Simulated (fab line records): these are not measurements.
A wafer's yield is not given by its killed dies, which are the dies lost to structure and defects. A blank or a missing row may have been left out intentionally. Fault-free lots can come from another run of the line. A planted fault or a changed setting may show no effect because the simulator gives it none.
Chamber matching / flow gf180mcu / GF_CONTACT_CMP_04 on cmp-02 has 4 sister chambers
The step polishes SiO2. 14 wafers are shown with their chamber, then 7 later ones without.

== EACH WAFER AND ITS CHAMBER ==
wafer=L075.1; chamber=0; motor_current_A (A)=11.1; time_to_endpoint_s (s)=95
wafer=L075.4; chamber=3; motor_current_A (A)=13.0; time_to_endpoint_s (s)=106
wafer=L075.6; chamber=2; motor_current_A (A)=13.9; time_to_endpoint_s (s)=98
wafer=L076.2; chamber=2; motor_current_A (A)=14.4; time_to_endpoint_s (s)=101
wafer=L076.4; chamber=1; motor_current_A (A)=9.8; time_to_endpoint_s (s)=105
wafer=L076.6; chamber=0; motor_current_A (A)=11.1; time_to_endpoint_s (s)=115
wafer=L085.1; chamber=2; motor_current_A (A)=13.4; time_to_endpoint_s (s)=102
wafer=L085.5; chamber=3; motor_current_A (A)=13.0; time_to_endpoint_s (s)=115
wafer=L085.6; chamber=2; motor_current_A (A)=14.1; time_to_endpoint_s (s)=112
wafer=L088.3; chamber=2; motor_current_A (A)=13.3; time_to_endpoint_s (s)=113
wafer=L088.5; chamber=2; motor_current_A (A)=13.5; time_to_endpoint_s (s)=110
wafer=L088.6; chamber=3; motor_current_A (A)=13.0; time_to_endpoint_s (s)=122
wafer=L093.3; chamber=1; motor_current_A (A)=9.8; time_to_endpoint_s (s)=112
wafer=L093.4; chamber=2; motor_current_A (A)=13.9; time_to_endpoint_s (s)=116

SIGNATURES (averages over the wafers above)
reading=motor_current_A; chamber 0=11.100; chamber 1=9.800; chamber 2=13.786; chamber 3=13.000; scatter within a chamber=0.311
reading=time_to_endpoint_s; chamber 0=105.00; chamber 1=108.50; chamber 2=107.43; chamber 3=114.33; scatter within a chamber=8.03
Rule: for each reading, subtract the chamber's mean from the wafer's reading, divide by that reading's scatter and square the result; add these up over the readings and take the root, which gives the wafer's distance from the chamber. If the next closest chamber is less than 2 further off than the closest, the wafer can't be placed; otherwise it belongs to the closest. How the scatter is found: for the shown wafers, subtract from each reading the mean of its chamber, square and add these, divide the total by (wafers less chambers), then take the root.

== WAFERS WHOSE CHAMBER IS MISSING ==
wafer=L093.5; motor_current_A (A)=12.5; time_to_endpoint_s (s)=109
wafer=L094.1; motor_current_A (A)=13.9; time_to_endpoint_s (s)=107
wafer=L094.3; motor_current_A (A)=11.1; time_to_endpoint_s (s)=111
wafer=L094.4; motor_current_A (A)=13.5; time_to_endpoint_s (s)=113
wafer=L096.1; motor_current_A (A)=11.1; time_to_endpoint_s (s)=115
wafer=L096.2; motor_current_A (A)=12.7; time_to_endpoint_s (s)=116
wafer=L096.6; motor_current_A (A)=9.1; time_to_endpoint_s (s)=125

== CHAMBER TAKEN BY EACH ==
wafer=L093.5; from the rows above=3; in truth=3
wafer=L094.1; from the rows above=2; in truth=2
wafer=L094.3; from the rows above=0; in truth=0
wafer=L094.4; from the rows above=can't be placed: 2 or 3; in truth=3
wafer=L096.1; from the rows above=0; in truth=0
wafer=L096.2; from the rows above=3; in truth=3
wafer=L096.6; from the rows above=1; in truth=1
Correctly placed: 6 of 7. Can't be placed from these rows: 1 (the true chamber is among the candidates in 1). Wrongly placed: 0.
